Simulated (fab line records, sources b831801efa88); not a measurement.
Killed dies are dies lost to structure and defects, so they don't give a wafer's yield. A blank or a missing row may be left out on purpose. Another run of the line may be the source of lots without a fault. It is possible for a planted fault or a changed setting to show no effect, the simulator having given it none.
Which tool was responsible? || flow sky130 || 40 wafers from 14 lots sampled at 5 of the route's 708 steps

== WHAT THE GAUGES SHOWED, per wafer ==
SKY_VT_ADJUST_HVTP_OVL_MEAS_08.
{"lot": "L980", "measured": "day 7 02:59", "on": "overlay-02", "VT_ADJUST_HVTP_OVL (nm)": "1.6 1.7 0.3"}
{"lot": "L982", "measured": "day 7 11:20", "on": "overlay-02", "VT_ADJUST_HVTP_OVL (nm)": "-0.3 0.1 1.1"}
{"lot": "L981", "measured": "day 7 11:58", "on": "overlay-01", "VT_ADJUST_HVTP_OVL (nm)": "-0.4 -1.3 -0.5"}
{"lot": "L984", "measured": "day 7 20:20", "on": "overlay-01", "VT_ADJUST_HVTP_OVL (nm)": "1.9 3.7 0.6"}
{"lot": "L985", "measured": "day 7 20:59", "on": "overlay-01", "VT_ADJUST_HVTP_OVL (nm)": "-1.4 -1.5 -1.3"}
{"lot": "L986", "measured": "day 8 11:37", "on": "overlay-01", "VT_ADJUST_HVTP_OVL (nm)": "-1.4 -0.6"}
{"lot": "L987", "measured": "day 8 13:23", "on": "overlay-02", "VT_ADJUST_HVTP_OVL (nm)": "0.7 0.7"}
{"lot": "L996", "measured": "day 10 18:35", "on": "overlay-02", "VT_ADJUST_HVTP_OVL (nm)": "-0.7 0.2 -0.3"}
{"lot": "L997", "measured": "day 10 22:49", "on": "overlay-02", "VT_ADJUST_HVTP_OVL (nm)": "2.5 2.3 1.9"}
{"lot": "L998", "measured": "day 11 05:32", "on": "overlay-02", "VT_ADJUST_HVTP_OVL (nm)": "1.7 0.4 1.7"}
{"lot": "L999", "measured": "day 11 06:43", "on": "overlay-01", "VT_ADJUST_HVTP_OVL (nm)": "2.8 2.3 3.0"}
{"lot": "L100", "measured": "day 11 18:08", "on": "overlay-01", "VT_ADJUST_HVTP_OVL (nm)": "-0.3 -1.6 -1.2"}
{"lot": "L101", "measured": "day 11 19:41", "on": "overlay-02", "VT_ADJUST_HVTP_OVL (nm)": "1.7 0.9 3.2"}
{"lot": "L102", "measured": "day 12 01:53", "on": "overlay-01", "VT_ADJUST_HVTP_OVL (nm)": "0.2 0.0 0.1"}

SKY_SONOS_ONO_OVL_MEAS_14.
{"lot": "L980", "measured": "day 14 03:54", "on": "overlay-02", "SONOS_ONO_OVL (nm)": "1.0 2.6 2.7"}
{"lot": "L982", "measured": "day 14 06:50", "on": "overlay-02", "SONOS_ONO_OVL (nm)": "0.2 0.5 0.4"}
{"lot": "L981", "measured": "day 14 11:26", "on": "overlay-02", "SONOS_ONO_OVL (nm)": "1.4 0.0 1.0"}
{"lot": "L984", "measured": "day 15 01:29", "on": "overlay-02", "SONOS_ONO_OVL (nm)": "-0.1 -0.5 -0.7"}
{"lot": "L985", "measured": "day 15 02:38", "on": "overlay-01", "SONOS_ONO_OVL (nm)": "0.1 0.5 -0.3"}
{"lot": "L986", "measured": "day 15 14:47", "on": "overlay-02", "SONOS_ONO_OVL (nm)": "-1.0 -0.3"}
{"lot": "L987", "measured": "day 15 21:20", "on": "overlay-02", "SONOS_ONO_OVL (nm)": "-0.7 -0.9"}
{"lot": "L996", "measured": "day 18 17:23", "on": "overlay-01", "SONOS_ONO_OVL (nm)": "1.2 0.5 1.1"}
{"lot": "L997", "measured": "day 19 01:14", "on": "overlay-01", "SONOS_ONO_OVL (nm)": "-0.3 -0.3 -1.5"}
{"lot": "L998", "measured": "day 19 11:47", "on": "overlay-02", "SONOS_ONO_OVL (nm)": "-0.5 -0.1 0.4"}
{"lot": "L999", "measured": "day 19 11:41", "on": "overlay-01", "SONOS_ONO_OVL (nm)": "1.3 0.7 1.2"}
{"lot": "L100", "measured": "day 20 02:20", "on": "overlay-02", "SONOS_ONO_OVL (nm)": "2.7 2.8 2.8"}
{"lot": "L101", "measured": "day 20 02:20", "on": "overlay-01", "SONOS_ONO_OVL (nm)": "0.8 -0.2 -2.2"}
{"lot": "L102", "measured": "day 20 07:23", "on": "overlay-01", "SONOS_ONO_OVL (nm)": "-0.9 -0.7 -0.3"}

SKY_VIA1_THK_MEAS_01.
{"lot": "L980", "measured": "day 34 10:43", "on": "filmMetro-01", "VIA1_HDPCVD_THK (nm)": "1029 1021 1027"}
{"lot": "L982", "measured": "day 34 11:55", "on": "filmMetro-01", "VIA1_HDPCVD_THK (nm)": "1042 1023 1040"}
{"lot": "L981", "measured": "day 34 14:20", "on": "filmMetro-01", "VIA1_HDPCVD_THK (nm)": "1056 1045 1056"}
{"lot": "L984", "measured": "day 34 22:56", "on": "filmMetro-02", "VIA1_HDPCVD_THK (nm)": "1032 1034 1029"}
{"lot": "L985", "measured": "day 35 03:17", "on": "filmMetro-01", "VIA1_HDPCVD_THK (nm)": "1034 1034 1028"}
{"lot": "L986", "measured": "day 35 13:19", "on": "filmMetro-03", "VIA1_HDPCVD_THK (nm)": "638 1035"}
{"lot": "L987", "measured": "day 36 00:34", "on": "filmMetro-02", "VIA1_HDPCVD_THK (nm)": "629 1009"}
{"lot": "L996", "measured": "day 38 09:43", "on": "filmMetro-01", "VIA1_HDPCVD_THK (nm)": "1040 1014 1033"}
{"lot": "L997", "measured": "day 38 17:04", "on": "filmMetro-02", "VIA1_HDPCVD_THK (nm)": "1037 1032 1043"}
{"lot": "L998", "measured": "day 39 01:17", "on": "filmMetro-03", "VIA1_HDPCVD_THK (nm)": "1038 1049 1034"}
{"lot": "L999", "measured": "day 39 02:12", "on": "filmMetro-02", "VIA1_HDPCVD_THK (nm)": "1033 1023 1031"}
{"lot": "L100", "measured": "day 39 17:11", "on": "filmMetro-03", "VIA1_HDPCVD_THK (nm)": "1012 1026 1028"}
{"lot": "L101", "measured": "day 39 10:38", "on": "filmMetro-01", "VIA1_HDPCVD_THK (nm)": "1036 1021 1045"}
{"lot": "L102", "measured": "day 39 17:46", "on": "filmMetro-02", "VIA1_HDPCVD_THK (nm)": "1020 1012 1029"}

SKY_VIA1_THK_MEAS_23: measures by xrf.
{"lot": "L980", "measured": "day 35 15:13", "on": "filmMetro-01", "VIA1_W_THK (nm)": "272 270 273"}
{"lot": "L982", "measured": "day 35 15:52", "on": "filmMetro-03", "VIA1_W_THK (nm)": "269 267 272"}
{"lot": "L981", "measured": "day 35 18:16", "on": "filmMetro-01", "VIA1_W_THK (nm)": "265 266 263"}
{"lot": "L984", "measured": "day 36 02:55", "on": "filmMetro-01", "VIA1_W_THK (nm)": "270 262 268"}
{"lot": "L985", "measured": "day 36 06:48", "on": "filmMetro-01", "VIA1_W_THK (nm)": "272 275 271"}
{"lot": "L986", "measured": "day 36 16:42", "on": "filmMetro-02", "VIA1_W_THK (nm)": "262 264"}
{"lot": "L987", "measured": "day 37 03:53", "on": "filmMetro-03", "VIA1_W_THK (nm)": "265 271"}
{"lot": "L996", "measured": "day 39 12:54", "on": "filmMetro-02", "VIA1_W_THK (nm)": "270 267 266"}
{"lot": "L997", "measured": "day 39 19:37", "on": "filmMetro-03", "VIA1_W_THK (nm)": "268 267 275"}
{"lot": "L998", "measured": "day 40 03:47", "on": "filmMetro-01", "VIA1_W_THK (nm)": "272 271 272"}
{"lot": "L999", "measured": "day 40 04:40", "on": "filmMetro-02", "VIA1_W_THK (nm)": "270 269 268"}
{"lot": "L100", "measured": "day 40 18:31", "on": "filmMetro-01", "VIA1_W_THK (nm)": "272 270 268"}
{"lot": "L101", "measured": "day 40 13:04", "on": "filmMetro-01", "VIA1_W_THK (nm)": "265 266 265"}
{"lot": "L102", "measured": "day 40 18:53", "on": "filmMetro-02", "VIA1_W_THK (nm)": "260 260 267"}

== TOOL THAT RAN EACH LOT (tool first, then ch and the chambers of the sampled wafers, then the start) ==
{"lot": "L980", "SKY_VIA1_HDPCVD_00": "hdpcvd-01 ch 0,2, day 34 10:36"}
{"lot": "L982", "SKY_VIA1_HDPCVD_00": "hdpcvd-01 ch 0,1,2, day 34 11:48"}
{"lot": "L981", "SKY_VIA1_HDPCVD_00": "hdpcvd-02 ch 0,1, day 34 14:13"}
{"lot": "L984", "SKY_VIA1_HDPCVD_00": "hdpcvd-02 ch 0,2, day 34 22:50"}
{"lot": "L985", "SKY_VIA1_HDPCVD_00": "hdpcvd-02 ch 0,1,2, day 35 03:11"}
{"lot": "L986", "SKY_VIA1_HDPCVD_00": "hdpcvd-02 ch 2, day 35 13:12"}
{"lot": "L987", "SKY_VIA1_HDPCVD_00": "hdpcvd-02 ch 0,2, day 36 00:23"}
{"lot": "L996", "SKY_VIA1_HDPCVD_00": "hdpcvd-02 ch 1,2, day 38 09:36"}
{"lot": "L997", "SKY_VIA1_HDPCVD_00": "hdpcvd-01 ch 0,2, day 38 16:57"}
{"lot": "L998", "SKY_VIA1_HDPCVD_00": "hdpcvd-02 ch 0,1, day 39 01:10"}
{"lot": "L999", "SKY_VIA1_HDPCVD_00": "hdpcvd-02 ch 0,2, day 39 02:05"}
{"lot": "L100", "SKY_VIA1_HDPCVD_00": "hdpcvd-01 ch 0,1,2, day 39 17:05"}
{"lot": "L101", "SKY_VIA1_HDPCVD_00": "hdpcvd-01 ch 0,1,2, day 39 10:34"}
{"lot": "L102", "SKY_VIA1_HDPCVD_00": "hdpcvd-02 ch 0,2, day 39 17:39"}
- SKY_VIA1_HDPCVD_00: deposits SiO2, target thk 1030 nm, time 171.7 s.

== WHAT THE TOOLS THEMSELVES READ (means of the sampled wafers that have a number; where no wafer has one, the mark that the record gives instead) ==
The record holds no such reading with a usual standard deviation.

== THE ANSWER, worked out from the rows above alone ==
Rule: usual is defined by the lots themselves. Put in order of their means at a reading, lots are off if they are a third of the lots or fewer, leave a main group of 4 or more, and stand apart from it by a gap of 3 or more times the standard deviation of the main group's means; of several such gaps the widest counts. A main group is skipped when, at the precision printed for the reading in the tables above, its means are all equal. Also off: a lot with no number at a reading for which 4 or more lots have one. Any other lot the step has rows for is counted as sound. The gauges are gone through in route order, then the tools' own readings, and for those a lot's mean is taken as printed above. At the first step where some lot is off, the reading lying furthest off is the one used; lots without a number count as furthest.
Off: L986, L987, seen at SKY_VIA1_THK_MEAS_01 (VIA1_HDPCVD_THK). The main group: mean 1032 nm, standard deviation 8.3.
A tool fits if, at a process step before that reading, it ran every lot that is off, and no sound lot after the first of them. The gauges at SKY_VIA1_THK_MEAS_01 are tried like those tools. None of those tried fits.

== WHAT WAS PUT IN BY THE SIMULATOR ==
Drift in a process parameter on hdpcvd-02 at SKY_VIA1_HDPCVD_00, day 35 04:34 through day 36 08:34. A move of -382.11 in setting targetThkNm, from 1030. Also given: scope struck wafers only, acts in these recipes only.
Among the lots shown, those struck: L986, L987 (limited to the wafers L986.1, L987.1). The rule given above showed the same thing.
